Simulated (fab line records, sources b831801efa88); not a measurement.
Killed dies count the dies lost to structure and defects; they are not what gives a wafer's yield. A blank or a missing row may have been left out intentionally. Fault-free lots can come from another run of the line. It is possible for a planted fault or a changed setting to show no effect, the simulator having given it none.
Code-filled problem report in 8D (eight disciplines) form || flow sky130 || the parts of the form that need people (team, actions taken, sign-off) are left out

## 1. THE ISSUE
Wafers without a fault read 100.0 W, standard deviation 0.31; bias_w at SKY_FIELD_ISO_ETCH_14 reads a mean of 88.2 W on 2 wafers belonging to 2 lots. Measured from the usual mean, that is -38 standard deviations.
The step: etches BARC in N2/H2, stops on SiO2, time 45.9 s, target depth 60 nm.
Earliest sighting: wafer L431.3 on rie_diel-03 at day 5 11:38. The record holds 42 wafers of 14 lots with a number at this step. Rule for "out" (also "out of limits"): further than 4 standard deviations from the usual mean. The other wafers with a number count as sound.

## 2. WHAT THIS IS AND IS NOT
{"question": "which readings at this step", "is": "bias_w", "is not": "drypump_motor_current_A, oes_product_au, throttle_valve_pct"}
{"question": "which lots", "is": "L431, L432", "is not": "L416, L417, L418, L419, L420, L421, L422, L423, L424, L435, L437, L438"}
{"question": "which wafers of those lots", "is": "L431.3, L432.6", "is not": "L431.2, L431.5, L432.1, L432.5"}
{"question": "read on which tools", "is": "rie_diel-03", "is not": "rie_diel-02, rie_diel-04"}
{"question": "when", "is": "from day 5 11:38", "is not": "up to then (29 sound wafers); but 11 sound wafers of L432, L435, L437, L438 came after"}

## 3. WHAT RULES OUT EACH SUSPECT
Counting: if a tool at a process step up to the reading ran every lot that is out, it stays a suspect. Sound lots after the first of them don't rule it out here, since some wafers of a struck lot are sound.
- rie_diel-03 at SKY_FIELD_ISO_ETCH_14 (etches BARC in N2/H2, stops on SiO2, time 45.9 s, target depth 60 nm): kept. Every lot that is out went through it, the first being L431 (day 5 11:38); the last sound lot it ran before that was L423 (day 3 19:20). Out on those wafers are its own readings of bias_w.
- At SKY_FIELD_ISO_ETCH_14, inside rie_diel-03: chamber 0 took the wafers that are out, while their sound lot-mates went through chambers 1, 2, 3.
The count leaves rie_diel-03 at SKY_FIELD_ISO_ETCH_14.

## 4. THE CAUSE (what the simulator had put in)
rie_diel-03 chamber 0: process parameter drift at SKY_FIELD_ISO_ETCH_14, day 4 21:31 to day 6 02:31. From 100, the setting bias_w moved by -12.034. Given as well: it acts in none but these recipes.
After counting, this tool was the only one left.

## 5. THE EFFECT CHAIN, in route order
Each row: a reading whose mean over the struck wafers that have a number lies more than 3 standard deviations from the usual. Only readings whose record carries a usual standard deviation are examined. hours: median over the lots of the time between each lot's start at the first step of this table that gives one and its start at this step. sigmas: the change, counted in usual standard deviations.
{"hours": 0, "step": "SKY_FIELD_ISO_ETCH_14", "reading": "bias_w", "usual": "100.0 W", "on struck wafers": 88.2, "change": -11.8, "sigmas": -38}
The process steps in it:
- SKY_FIELD_ISO_ETCH_14: etches BARC in N2/H2, stops on SiO2, time 45.9 s, target depth 60 nm.
Later measuring or inspecting steps at which every struck wafer that the step has a row for has a number for every such reading, and none has moved that far: SKY_PWDE_TW_MEAS_10, SKY_LI_CONTACT_CD_MEAS_12, SKY_LOCAL_INTERCONNECT_CD_MEAS_11.

## 6. WHAT WOULD HAVE CAUGHT IT SOONER
14 hours passed between the start of the fault at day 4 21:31 and the first reading out of limits in this record, taken at day 5 11:38.
